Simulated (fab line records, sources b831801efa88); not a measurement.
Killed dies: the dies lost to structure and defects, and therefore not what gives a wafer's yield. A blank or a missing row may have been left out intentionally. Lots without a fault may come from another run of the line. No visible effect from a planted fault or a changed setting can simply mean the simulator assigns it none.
fab line records	flow sky130
record: lots: 12	wafers: 36	last_day: 50
route steps=708 shown VIA3@573 METAL5@663 PASSIVATION@683 PAD_OPEN@702
lots with no fault: from the same line, run without faults
start_h: start of the lot's first displayed wafer, in hours after the record's first day	wait_h: hours since the lot's step before	" repeats the value in the row above	L1.1+2: several wafers, shown together as one row	- either no value or no given start	* or withheld: withheld	< > ~ a bound
route shown NAME@n: names a module that has steps shown in the file, with the first one's number in the route	usual: mean and standard deviation over wafers with no fault	same: alike in all rows	chamber/n: place in a boat	sites: per-site readings	_std_site: standard deviation across them	_edge_site: outer sites' mean less inner sites'	radius_mm: for every site, how far away it sits from the centre of the wafer	mask NAME#n: copy n	behind: the tool/chamber that last shaped the wafer	hold: cause of the lot's hold/its duration in hours/its outcome	device: the n, p or np transistor that did not switch	end of line: the route-end tests of the same wafers	step lacking rows: just its recipe	killed: the dies lost at the first sort to structure and to defects; this is not the yield of the wafer	map: the dies of a wafer, with x for killed, . for not killed, _ for no die there
set.NAME: the setting that was run; set.NAME@STEP: the one run at that earlier step	model.NAME: the simulator's own value behind a step, which no gauge read
steps of the route over a sample of lots; a table a step, a row a wafer
services: from which hour (start_h, from the record's first day; less than 0 if before it) a tool's chamber was out of use, for how many hours, and why
== steps ==
step: SKY_VIA3_HDPCVD_00
recipe: material: SiO2	target_thk_nm: 1635	sigma_open_frac: 0.3	time_s: 272.5	temp_c: 400	sih4_flow_sccm: 60	pressure_mtorr: 6
usual: sih4_flow_sccm: 60.01/0.16
lot.wafer	tool	chamber	start_h	wait_h	sih4_flow_sccm
L365.1	hdpcvd-02	1	928.74	0.0	60.16
L365.2	"	0	"	"	60.02
L365.5	"	2	"	"	59.83
L364.1	hdpcvd-01	0	928.99	0.0	59.98
L364.2	"	2	"	"	59.95
L364.6	"	0	"	"	59.87
L368.3	hdpcvd-01	1	958.82	0.1	60.00
L368.4	"	2	"	"	60.01
L368.5	"	1	"	"	59.87
L371.1	hdpcvd-01	2	979.09	0.0	59.79
L371.3	"	0	"	"	60.18
L371.6	"	0	"	"	60.47
L372.2	hdpcvd-02	0	982.72	0.0	59.93
L372.5	"	2	"	"	59.98
L372.6	"	0	"	"	60.01
L374.2	hdpcvd-01	0	1008.25	0.0	60.13
L374.4	"	1	"	"	60.06
L374.5	"	0	"	"	60.20
L376.2	hdpcvd-02	0	1011.24	0.0	59.81
L376.3	"	1	"	"	60.17
L376.6	"	0	"	"	59.80
L378.2	hdpcvd-01	1	1028.93	0.0	60.17
L378.3	"	2	"	"	60.13
L378.4	"	2	"	"	59.90
L377.1	hdpcvd-01	2	1029.80	0.0	60.12
L377.2	"	1	"	"	60.14
L377.5	"	2	"	"	60.20
L381.3	hdpcvd-01	2	1035.90	0.0	60.02
L381.5	"	0	"	"	59.87
L381.6	"	1	"	"	60.06
L382.1	hdpcvd-01	2	1039.53	0.0	59.88
L382.3	"	0	"	"	60.25
L382.4	"	0	"	"	60.09
L383.2	hdpcvd-01	2	1054.05	0.0	59.86
L383.3	"	0	"	"	60.09
L383.4	"	2	"	"	60.11
step: SKY_METAL5_SPUTTER_02
recipe: material: AlCu	target_thk_nm: 1150	power_w: 10600	time_s: 61.2	chamber_pressure_pa: 0.4
usual: throttle_valve_pct: 29.4/1
lot.wafer	tool	chamber	start_h	wait_h	throttle_valve_pct
L365.1	pvd_sputter-02	-	1027.71	0.0	28.1
L365.2	"	-	"	"	28.6
L365.5	"	-	"	"	28.9
L364.1	pvd_sputter-03	-	1029.25	0.0	29.6
L364.2	"	-	"	"	28.4
L364.6	"	-	"	"	28.7
L368.3	pvd_sputter-03	-	1056.30	0.0	29.9
L368.4	"	-	"	"	29.7
L368.5	"	-	"	"	28.7
L371.1	pvd_sputter-02	-	1074.00	0.0	28.1
L371.3	"	-	"	"	30.8
L371.6	"	-	"	"	28.9
L372.2	pvd_sputter-02	-	1078.77	0.0	30.7
L372.5	"	-	"	"	30.7
L372.6	"	-	"	"	30.3
L374.2	pvd_sputter-03	-	1101.96	0.0	29.5
L374.4	"	-	"	"	30.0
L374.5	"	-	"	"	28.7
L376.2	pvd_sputter-04	-	1103.46	0.0	31.2
L376.3	"	-	"	"	28.3
L376.6	"	-	"	"	31.4
L378.2	pvd_sputter-03	-	1119.85	0.0	30.0
L378.3	"	-	"	"	28.0
L378.4	"	-	"	"	29.5
L377.1	pvd_sputter-04	-	1120.47	0.0	30.4
L377.2	"	-	"	"	28.3
L377.5	"	-	"	"	31.4
L381.3	pvd_sputter-02	-	1126.24	0.0	30.7
L381.5	"	-	"	"	28.0
L381.6	"	-	"	"	30.7
L382.1	pvd_sputter-03	-	1128.80	0.0	28.5
L382.3	"	-	"	"	29.7
L382.4	"	-	"	"	27.9
L383.2	pvd_sputter-03	-	1142.25	0.0	28.9
L383.3	"	-	"	"	29.8
L383.4	"	-	"	"	29.9
step: SKY_PASSIVATION_CVD_02
recipe: material: Si3N4	target_thk_nm: 540	temp_c: 400	time_s: withheld	rf_w: 450
usual: heater_power_w: 694/110
lot.wafer	tool	chamber	start_h	wait_h	heater_power_w
L365.1	pecvd-01	0	1050.40	0.1	763
L365.2	"	1	"	"	464
L365.5	"	0	"	"	780
L364.1	pecvd-01	0	1052.62	0.1	689
L364.2	"	1	"	"	568
L364.6	"	2	"	"	640
L368.3	pecvd-01	0	1078.54	0.0	790
L368.4	"	1	"	"	570
L368.5	"	0	"	"	632
L371.1	pecvd-04	0	1096.05	0.1	901
L371.3	"	1	"	"	775
L371.6	"	0	"	"	734
L372.2	pecvd-01	0	1100.56	0.0	645
L372.5	"	0	"	"	684
L372.6	"	1	"	"	540
L374.2	pecvd-04	1	1123.01	0.0	697
L374.4	"	1	"	"	720
L374.5	"	2	"	"	746
L376.2	pecvd-04	1	1124.40	0.0	815
L376.3	"	0	"	"	880
L376.6	"	0	"	"	901
L378.2	pecvd-02	0	1140.07	0.0	769
L378.3	"	1	"	"	714
L378.4	"	1	"	"	749
L377.1	pecvd-01	0	1140.75	0.1	762
L377.2	"	1	"	"	471
L377.5	"	2	"	"	679
L381.3	pecvd-02	2	1146.32	0.0	775
L381.5	"	1	"	"	791
L381.6	"	2	"	"	776
L382.1	pecvd-02	0	1148.61	0.1	729
L382.3	"	2	"	"	788
L382.4	"	2	"	"	643
L383.2	pecvd-01	1	1161.39	0.0	581
L383.3	"	0	"	"	649
L383.4	"	1	"	"	460
step: SKY_PAD_OPEN_STRIP_08
recipe: chemistry: O2/N2	power_w: 1400	pressure_mtorr: 1500	platen_temp_c: withheld	overash_fraction: 0.7	o2_flow_sccm: 3000	n2_flow_sccm: 300
usual: drypump_motor_current_A: 5.6/0.34	oes_product_au: 0.663/0.0039	strip_time_to_endpoint_s: 36.81/0.12
lot.wafer	tool	chamber	start_h	wait_h	drypump_motor_current_A	oes_product_au	rf_hours_counter_h	strip_time_to_endpoint_s
L365.1	plasma_asher-02	1	1092.11	0.1	5.8	0.667	63	36.85
L365.2	"	0	"	"	5.9	0.659	63	36.86
L365.5	"	1	"	"	5.8	0.669	-	36.88
L364.1	plasma_asher-04	1	1094.92	0.1	5.6	0.662	33	36.82
L364.2	"	0	"	"	6.0	0.659	33	36.73
L364.6	"	1	"	"	5.6	0.660	-	36.82
L368.3	plasma_asher-01	0	1120.14	0.1	4.9	0.666	-	36.72
L368.4	"	1	"	"	5.4	0.663	-	36.63
L368.5	"	1	"	"	5.4	0.656	-	36.58
L371.1	plasma_asher-04	1	1134.31	0.1	5.6	0.667	36	36.87
L371.3	"	1	"	"	5.6	0.659	-	36.96
L371.6	"	1	"	"	5.6	0.665	-	36.84
L372.2	plasma_asher-04	1	1139.98	0.1	5.5	0.663	37	36.91
L372.5	"	0	"	"	6.0	0.666	-	36.91
L372.6	"	1	"	"	5.6	0.660	-	36.81
L374.2	plasma_asher-01	1	1161.21	0.1	5.5	0.655	106	36.79
L374.4	"	1	"	"	5.4	0.660	-	36.80
L374.5	"	1	"	"	5.5	0.664	-	36.77
L376.2	plasma_asher-01	1	1162.36	0.1	5.4	0.663	106	36.58
L376.3	"	0	"	"	4.9	0.659	-	36.66
L376.6	"	1	"	"	5.4	0.669	-	36.61
L378.2	plasma_asher-02	1	1176.01	0.1	5.8	0.666	71	37.07
L378.3	"	1	"	"	5.8	0.659	-	36.93
L378.4	"	0	"	"	5.8	0.660	-	36.82
L377.1	plasma_asher-01	0	1176.66	0.1	4.9	0.660	107	36.88
L377.2	"	1	"	"	5.5	0.665	107	36.88
L377.5	"	0	"	"	4.9	0.662	-	36.87
L381.3	plasma_asher-01	0	1181.36	0.1	5.0	0.655	-	36.75
L381.5	"	1	"	"	5.4	0.667	-	36.70
L381.6	"	0	"	"	5.0	0.669	-	36.74
L382.1	plasma_asher-02	1	1184.16	0.1	5.8	0.666	72	36.75
L382.3	"	0	"	"	5.8	0.662	-	36.81
L382.4	"	1	"	"	5.8	0.659	-	36.91
L383.2	plasma_asher-04	1	1194.41	0.1	5.5	0.658	42	36.82
L383.3	"	0	"	"	6.0	0.656	-	36.69
L383.4	"	1	"	"	5.6	0.665	-	36.66
step: SKY_PAD_OPEN_PROBE_99
usual: defect_limited_yield: 82.4/1.9	killed_at_M0_to_M3: 44/6.5	killed_at_M4_up: 3.0/1.5	killed_at_contacts: 25/5.1	killed_at_front_end: 14/4.1	killed_at_other: 0.3/0.57	killed_dies: 87/9.5	killed_open: 48/6.8	killed_short: 39/6.2	sort_bin_3_pad_short: 0.8/0.42	sort_bin_5_function: 10.4/1.4	sort_bin_6_memory: 6.3/1.2	sort_n_pass: 405/9.5	sort_yield_pct: 82.4/1.9
same: gross_dies: 492	killed_at_back_side: 0	sort_bin_4_leakage[%]: 0	sort_bin_8_speed[%]: 0
lot.wafer	tool	chamber	start_h	wait_h	hold	defect_limited_yield[%]	killed_at_M0_to_M3	killed_at_M4_up	killed_at_contacts	killed_at_front_end	killed_at_other	killed_dies	killed_open	killed_short	sort_bin_3_pad_short[%]	sort_bin_5_function[%]	sort_bin_6_memory[%]	sort_n_pass	sort_yield_pct[%]
L365.1	prober-02	-	1094.33	0.1	-	81.1	41	2	37	13	0	93	46	47	0.8	10.6	7.5	399	81.1
L365.2	prober-02	-	1094.38	0.1	-	81.7	44	2	23	21	0	90	53	37	0.8	11.6	5.9	402	81.7
L365.5	prober-02	-	1094.53	0.2	-	80.5	61	3	18	13	1	96	47	49	1.6	11.2	6.7	396	80.5
L364.1	prober-01	-	1097.15	0.1	-	78.9	53	3	27	20	1	104	54	49	1.0	11.4	8.7	388	78.9
L364.2	prober-01	-	1097.20	0.1	-	81.5	53	4	22	12	0	91	58	33	0.2	12.0	6.3	401	81.5
L364.6	prober-01	-	1097.40	0.2	-	84.8	31	3	25	15	1	75	43	32	0	9.6	5.7	417	84.8
L368.3	prober-01	-	1122.47	0.2	-	81.5	42	3	24	22	0	91	56	35	0.6	12.2	5.7	401	81.5
L368.4	prober-01	-	1122.52	0.2	-	81.1	50	3	25	14	1	93	47	45	0.8	11.2	6.9	399	81.1
L368.5	prober-01	-	1122.57	0.2	-	76.8	60	6	28	20	0	114	56	57	2.0	11.4	9.8	378	76.8
L371.1	prober-01	-	1136.53	0.1	-	85.2	34	2	26	11	0	73	36	37	1.0	7.9	5.9	419	85.2
L371.3	prober-01	-	1136.63	0.2	-	83.7	46	6	17	10	1	80	43	37	0.6	9.1	6.5	412	83.7
L371.6	prober-01	-	1136.78	0.2	-	82.5	44	2	25	15	0	86	45	41	0.8	12.6	4.1	406	82.5
L372.2	prober-02	-	1142.29	0.1	-	80.3	51	7	29	9	1	97	56	41	1.8	11.4	6.5	395	80.3
L372.5	prober-02	-	1142.44	0.2	-	85.2	33	0	22	18	0	73	38	35	1.4	9.6	3.9	419	85.2
L372.6	prober-02	-	1142.49	0.2	-	83.9	48	3	13	15	0	79	40	39	0.8	10.0	5.3	413	83.9
L374.2	prober-01	-	1163.51	0.1	-	84.6	37	4	25	9	1	76	34	41	0.6	10.0	4.9	416	84.6
L374.4	prober-01	-	1163.61	0.2	-	83.5	41	5	25	10	0	81	47	32	0.6	9.6	6.3	411	83.5
L374.5	prober-01	-	1163.66	0.2	-	82.9	39	5	21	19	0	84	38	44	0.4	10.6	6.1	408	82.9
L376.2	prober-02	-	1164.81	0.1	-	81.7	46	1	28	15	0	90	58	32	0.8	11.6	5.9	402	81.7
L376.3	prober-02	-	1164.86	0.2	-	81.3	45	4	26	16	1	92	46	46	0.8	12.8	5.1	400	81.3
L376.6	prober-02	-	1165.01	0.2	-	78.9	57	6	20	21	0	104	54	50	0.8	13.4	6.9	388	78.9
L378.2	prober-01	-	1178.28	0.1	-	79.5	44	3	34	19	1	101	61	39	0.6	12.0	7.9	391	79.5
L378.3	prober-01	-	1178.33	0.2	-	81.3	53	3	20	15	1	92	57	34	0.4	12.0	6.3	400	81.3
L378.4	prober-01	-	1178.38	0.2	-	84.1	33	1	32	12	0	78	46	32	0	10.2	5.7	414	84.1
L377.1	prober-02	-	1178.88	0.1	-	80.9	46	3	25	19	1	94	46	48	1.0	10.2	7.9	398	80.9
L377.2	prober-02	-	1178.93	0.1	-	81.5	50	1	25	14	1	91	58	33	0.4	9.3	8.7	401	81.5
L377.5	prober-02	-	1179.08	0.2	-	79.3	48	3	25	25	1	102	56	45	1.4	12.4	6.9	390	79.3
L381.3	prober-02	-	1183.65	0.2	-	85.0	47	4	19	4	0	74	37	37	0.6	9.1	5.3	418	85.0
L381.5	prober-02	-	1183.75	0.2	-	83.5	44	5	21	11	0	81	49	32	0.6	8.7	7.1	411	83.5
L381.6	prober-02	-	1183.80	0.2	-	81.5	45	4	28	14	0	91	44	47	1.0	11.2	6.3	401	81.5
L382.1	prober-02	-	1186.51	0.1	await_dispo/6.2h/release	83.7	37	2	28	13	0	80	43	37	0.8	9.6	5.9	412	83.7
L382.3	prober-02	-	1186.61	0.2	await_dispo/6.2h/release	75.0	86	3	26	8	0	123	50	35	2.8	16.3	5.9	369	75.0
L382.4	prober-02	-	1186.66	0.2	await_dispo/6.2h/release	76.0	89	2	21	6	0	118	43	33	1.8	16.5	5.7	374	76.0
L383.2	prober-02	-	1196.67	0.1	await_dispo/1.1h/release	83.1	46	3	23	11	0	83	40	43	1.2	10.4	5.3	409	83.1
L383.3	prober-02	-	1196.72	0.2	await_dispo/1.1h/release	80.3	71	1	12	13	0	97	30	25	2.2	12.2	5.3	395	80.3
L383.4	prober-02	-	1196.77	0.2	await_dispo/1.1h/release	83.5	43	3	21	14	0	81	47	34	1.0	7.5	7.9	411	83.5
killed by level:class
L365.1 CONTACT:geometric_particle:open=14 VIA1:geometric_particle:open=10 LOCAL_INTERCONNECT:geometric_particle:short=9 METAL2:geometric_particle:short=9 VIA3:geometric_particle:open=7 LI_CONTACT:geometric_particle:open=6 CONTACT:geometric_particle:short=6 METAL1:geometric_particle:short=6
L365.2 POLY_GATE:geometric_particle:open=9 METAL2:geometric_particle:short=9 VIA3:geometric_particle:open=8 CONTACT:geometric_particle:open=7 VIA1:geometric_particle:open=6 LI_CONTACT:geometric_particle:open=5 CONTACT:geometric_particle:short=5 VIA2:geometric_particle:open=5
L365.5 VIA1:geometric_particle:open=10 VIA2:geometric_particle:open=10 METAL1:geometric_particle:short=9 VIA3:geometric_particle:open=8 METAL2:geometric_particle:short=6 POLY_GATE:geometric_particle:short=5 VIA3:geometric_particle:short=5 POLY_GATE:geometric_particle:open=4
L364.1 CONTACT:geometric_particle:open=14 VIA1:geometric_particle:open=9 VIA2:geometric_particle:open=9 FIELD_ISO:geometric_particle:short=8 FIELD_ISO:geometric_particle:open=7 METAL1:geometric_particle:short=6 VIA1:geometric_particle:short=6 METAL2:geometric_particle:short=6
L364.2 VIA1:geometric_particle:open=20 CONTACT:geometric_particle:open=9 VIA2:geometric_particle:open=8 LI_CONTACT:geometric_particle:open=6 METAL1:geometric_particle:short=5 FIELD_ISO:geometric_particle:short=4 VIA3:geometric_particle:open=4 VIA2:geometric_particle:short=4
L364.6 CONTACT:geometric_particle:open=10 LI_CONTACT:geometric_particle:open=5 VIA1:geometric_particle:open=5 FIELD_ISO:geometric_particle:short=4 POLY_GATE:geometric_particle:open=4 VIA2:geometric_particle:open=4 CONTACT:geometric_particle:short=4 VIA1:geometric_particle:short=4
L368.3 VIA1:geometric_particle:short=8 VIA1:geometric_particle:open=8 VIA2:geometric_particle:open=8 FIELD_ISO:geometric_particle:open=7 LI_CONTACT:geometric_particle:open=7 CONTACT:geometric_particle:open=7 POLY_GATE:geometric_particle:open=5 VIA3:geometric_particle:open=5
L368.4 VIA3:geometric_particle:open=9 CONTACT:geometric_particle:open=9 METAL1:geometric_particle:short=9 VIA1:geometric_particle:open=9 CONTACT:geometric_particle:short=7 LI_CONTACT:geometric_particle:open=5 VIA2:geometric_particle:open=5 VIA2:geometric_particle:short=5
L368.5 VIA2:geometric_particle:open=10 CONTACT:geometric_particle:open=8 VIA3:geometric_particle:open=8 LI_CONTACT:geometric_particle:open=7 CONTACT:geometric_particle:short=7 VIA1:geometric_particle:short=7 VIA1:geometric_particle:open=7 METAL2:geometric_particle:short=7
L371.1 LI_CONTACT:geometric_particle:open=8 LOCAL_INTERCONNECT:geometric_particle:short=7 METAL1:geometric_particle:short=7 CONTACT:geometric_particle:open=6 VIA1:geometric_particle:open=6 VIA2:geometric_particle:short=5 POLY_GATE:geometric_particle:open=4 CONTACT:geometric_particle:short=4
L371.3 VIA2:geometric_particle:open=11 VIA1:geometric_particle:open=9 METAL1:geometric_particle:short=7 METAL2:geometric_particle:short=6 CONTACT:geometric_particle:short=5 VIA1:geometric_particle:short=5 CONTACT:geometric_particle:open=4 FIELD_ISO:geometric_particle:short=3
L371.6 VIA2:geometric_particle:open=10 VIA1:geometric_particle:open=9 LI_CONTACT:geometric_particle:open=7 CONTACT:geometric_particle:open=6 METAL1:geometric_particle:short=6 VIA1:geometric_particle:short=5 VIA3:geometric_particle:open=5 LI_CONTACT:geometric_particle:short=4
L372.2 CONTACT:geometric_particle:open=11 VIA1:geometric_particle:open=11 LI_CONTACT:geometric_particle:open=9 METAL2:geometric_particle:short=6 VIA3:geometric_particle:open=6 VIA1:geometric_particle:short=5 METAL3:geometric_particle:short=5 LI_CONTACT:geometric_particle:short=4
L372.5 LI_CONTACT:geometric_particle:open=9 METAL2:geometric_particle:short=7 FIELD_ISO:geometric_particle:open=6 POLY_GATE:geometric_particle:short=5 CONTACT:geometric_particle:open=5 VIA1:geometric_particle:short=5 VIA1:geometric_particle:open=5 VIA3:geometric_particle:open=5
L372.6 METAL2:geometric_particle:short=11 VIA3:geometric_particle:open=10 VIA2:geometric_particle:open=8 VIA1:geometric_particle:open=5 SPACER:geometric_particle:open=4 CONTACT:geometric_particle:open=4 METAL1:geometric_particle:short=4 FIELD_ISO:geometric_particle:short=3
L374.2 VIA1:geometric_particle:open=11 CONTACT:geometric_particle:open=8 FIELD_ISO:geometric_particle:short=5 LI_CONTACT:geometric_particle:short=5 CONTACT:geometric_particle:short=5 VIA2:geometric_particle:open=5 VIA3:geometric_particle:open=4 LOCAL_INTERCONNECT:geometric_particle:short=4
L374.4 VIA1:geometric_particle:open=13 LI_CONTACT:geometric_particle:open=8 CONTACT:geometric_particle:open=8 LOCAL_INTERCONNECT:geometric_particle:short=5 VIA1:geometric_particle:short=5 VIA2:geometric_particle:open=5 VIA3:geometric_particle:open=4 METAL1:geometric_particle:short=4
L374.5 VIA1:geometric_particle:open=6 VIA2:geometric_particle:open=6 VIA3:geometric_particle:open=6 LI_CONTACT:geometric_particle:open=5 METAL2:geometric_particle:short=5 FIELD_ISO:geometric_particle:short=4 POLY_GATE:geometric_particle:short=4 SPACER:geometric_particle:short=4
L376.2 VIA3:geometric_particle:open=11 CONTACT:geometric_particle:open=11 VIA2:geometric_particle:open=9 POLY_GATE:geometric_particle:open=7 VIA1:geometric_particle:open=7 CONTACT:geometric_particle:short=5 METAL2:geometric_particle:short=5 LI_CONTACT:geometric_particle:short=4
L376.3 VIA1:geometric_particle:open=11 CONTACT:geometric_particle:open=10 LOCAL_INTERCONNECT:geometric_particle:short=8 VIA3:geometric_particle:open=7 VIA2:geometric_particle:open=6 FIELD_ISO:geometric_particle:short=5 METAL1:geometric_particle:short=5 CONTACT:geometric_particle:short=5
L376.6 VIA1:geometric_particle:open=12 CONTACT:geometric_particle:open=9 VIA1:geometric_particle:short=9 VIA2:geometric_particle:open=8 FIELD_ISO:geometric_particle:open=7 CONTACT:geometric_particle:short=7 FIELD_ISO:geometric_particle:short=6 METAL1:geometric_particle:short=6
L378.2 CONTACT:geometric_particle:open=14 VIA3:geometric_particle:open=11 VIA1:geometric_particle:open=9 VIA2:geometric_particle:open=7 LI_CONTACT:geometric_particle:open=5 CONTACT:geometric_particle:short=5 POLY_GATE:geometric_particle:short=4 POLY_GATE:geometric_particle:open=4
L378.3 VIA1:geometric_particle:open=13 VIA2:geometric_particle:open=10 CONTACT:geometric_particle:open=8 VIA3:geometric_particle:open=8 VIA1:geometric_particle:short=5 LI_CONTACT:geometric_particle:open=4 CONTACT:geometric_particle:short=4 METAL1:geometric_particle:short=4
L378.4 VIA1:geometric_particle:open=14 CONTACT:geometric_particle:open=12 LI_CONTACT:geometric_particle:open=8 METAL2:geometric_particle:short=6 LI_CONTACT:geometric_particle:short=5 POLY_GATE:geometric_particle:short=4 VIA1:geometric_particle:short=4 FIELD_ISO:geometric_particle:short=3
L377.1 VIA1:geometric_particle:open=11 METAL1:geometric_particle:short=10 CONTACT:geometric_particle:open=9 LI_CONTACT:geometric_particle:open=6 CONTACT:geometric_particle:short=6 VIA3:geometric_particle:open=6 FIELD_ISO:geometric_particle:open=5 FIELD_ISO:geometric_particle:short=5
L377.2 VIA1:geometric_particle:open=15 VIA2:geometric_particle:open=11 LI_CONTACT:geometric_particle:open=10 FIELD_ISO:geometric_particle:open=6 METAL2:geometric_particle:short=5 CONTACT:geometric_particle:open=5 VIA3:geometric_particle:open=4 CONTACT:geometric_particle:short=4
L377.5 VIA1:geometric_particle:open=16 CONTACT:geometric_particle:open=8 FIELD_ISO:geometric_particle:open=7 LI_CONTACT:geometric_particle:open=7 VIA2:geometric_particle:open=7 FIELD_ISO:geometric_particle:short=6 METAL2:geometric_particle:short=6 POLY_GATE:geometric_particle:short=6
L381.3 VIA1:geometric_particle:open=11 LI_CONTACT:geometric_particle:open=8 METAL2:geometric_particle:short=7 VIA3:geometric_particle:open=6 VIA1:geometric_particle:short=5 VIA2:geometric_particle:open=5 METAL3:geometric_particle:short=5 LOCAL_INTERCONNECT:geometric_particle:short=4
L381.5 LI_CONTACT:geometric_particle:open=9 VIA1:geometric_particle:open=9 CONTACT:geometric_particle:open=8 VIA3:geometric_particle:open=7 METAL1:geometric_particle:short=5 METAL2:geometric_particle:short=5 METAL2:geometric_particle:open=5 VIA3:geometric_particle:short=4
L381.6 VIA1:geometric_particle:open=13 CONTACT:geometric_particle:open=11 VIA1:geometric_particle:short=7 LI_CONTACT:geometric_particle:open=5 LI_CONTACT:geometric_particle:short=5 METAL2:geometric_particle:short=5 FIELD_ISO:geometric_particle:short=4 VIA3:geometric_particle:open=4
L382.1 CONTACT:geometric_particle:open=12 VIA3:geometric_particle:open=8 METAL1:geometric_particle:short=7 VIA1:geometric_particle:open=7 LI_CONTACT:geometric_particle:open=5 VIA1:geometric_particle:short=5 VIA2:geometric_particle:open=5 FIELD_ISO:geometric_particle:short=4
L382.3 VIA3:unspecified=38 VIA1:geometric_particle:open=14 CONTACT:geometric_particle:open=14 METAL1:geometric_particle:short=7 VIA2:geometric_particle:open=6 VIA3:geometric_particle:open=6 LI_CONTACT:geometric_particle:open=5 METAL2:geometric_particle:short=4
L382.4 VIA3:unspecified=42 VIA1:geometric_particle:open=13 VIA3:geometric_particle:open=10 LI_CONTACT:geometric_particle:open=7 CONTACT:geometric_particle:open=7 CONTACT:geometric_particle:short=4 METAL2:geometric_particle:short=4 METAL3:geometric_particle:short=4
L383.2 VIA3:geometric_particle:open=12 CONTACT:geometric_particle:open=9 VIA1:geometric_particle:open=7 FIELD_ISO:geometric_particle:short=6 CONTACT:geometric_particle:short=6 METAL1:geometric_particle:short=5 VIA1:geometric_particle:short=5 VIA3:geometric_particle:short=5
L383.3 VIA3:unspecified=42 CONTACT:geometric_particle:open=6 FIELD_ISO:geometric_particle:short=5 VIA2:geometric_particle:open=5 METAL1:geometric_particle:open=4 VIA1:geometric_particle:open=4 METAL1:geometric_particle:short=4 FIELD_ISO:geometric_particle:open=3
L383.4 VIA1:geometric_particle:open=9 VIA2:geometric_particle:open=8 VIA3:geometric_particle:open=8 LI_CONTACT:geometric_particle:open=7 CONTACT:geometric_particle:short=6 FIELD_ISO:geometric_particle:open=5 CONTACT:geometric_particle:open=5 METAL1:geometric_particle:short=5
== services ==
tool	chamber	start_h	hours	kind
pvd_sputter-03	2	907.75	-	consumable_replace:kit
pvd_sputter-03	2	907.75	18.0	scheduled_down
plasma_asher-02	-	917.19	4.8	repair
pvd_sputter-03	-	928.37	8.4	repair
plasma_asher-04	-	940.69	14.6	pm
hdpcvd-02	-	950.25	15.0	pm
hdpcvd-02	0	955.71	12.6	repair
plasma_asher-01	-	958.07	1.1	repair
pecvd-02	-	960.97	2.7	repair
pecvd-01	0	988.60	7.7	repair
pecvd-02	-	1007.06	5.5	pm
pvd_sputter-04	-	1023.68	0.9	repair
pecvd-04	-	1031.10	41.9	repair
hdpcvd-02	-	1033.94	0.5	repair
hdpcvd-01	1	1047.59	12.4	repair
plasma_asher-02	-	1053.56	4.3	pm
pecvd-04	-	1073.09	0.9	repair
plasma_asher-02	-	1074.12	4.5	repair
plasma_asher-02	-	1085.22	1.6	repair
plasma_asher-01	-	1093.73	1.8	repair
pvd_sputter-02	-	1113.11	2.0	repair
plasma_asher-04	-	1121.10	5.6	repair
pvd_sputter-03	-	1124.09	3.0	repair
hdpcvd-02	2	1128.74	15.2	repair
== key ==
first_sign: step: SKY_PAD_OPEN_PROBE_99	reading: killed_at_M0_to_M3	direction: up	sigmas: 5.8	usual: 44	struck: 82
effect: step: SKY_PAD_OPEN_PROBE_99	reading: sort_bin_3_pad_short	direction: up	sigmas: 3.5	usual: 0.8	struck: 2.3	wafers_moved: 2
met_at SKY_VIA3_HDPCVD_00
struck_lots L382,L383
struck_wafers L382.3,L382.4,L383.3
not_acting_at SKY_METAL5_SPUTTER_02,SKY_PASSIVATION_CVD_02,SKY_PAD_OPEN_STRIP_08
onset_between 1035.90 1039.53
fault: kind: chamber_particle_source	tool: hdpcvd-01	chamber: 0	onset_h: 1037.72	steps: SKY_VIA3_HDPCVD_00	rate_per_visit_cm2: 0.68613	end_h: 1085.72
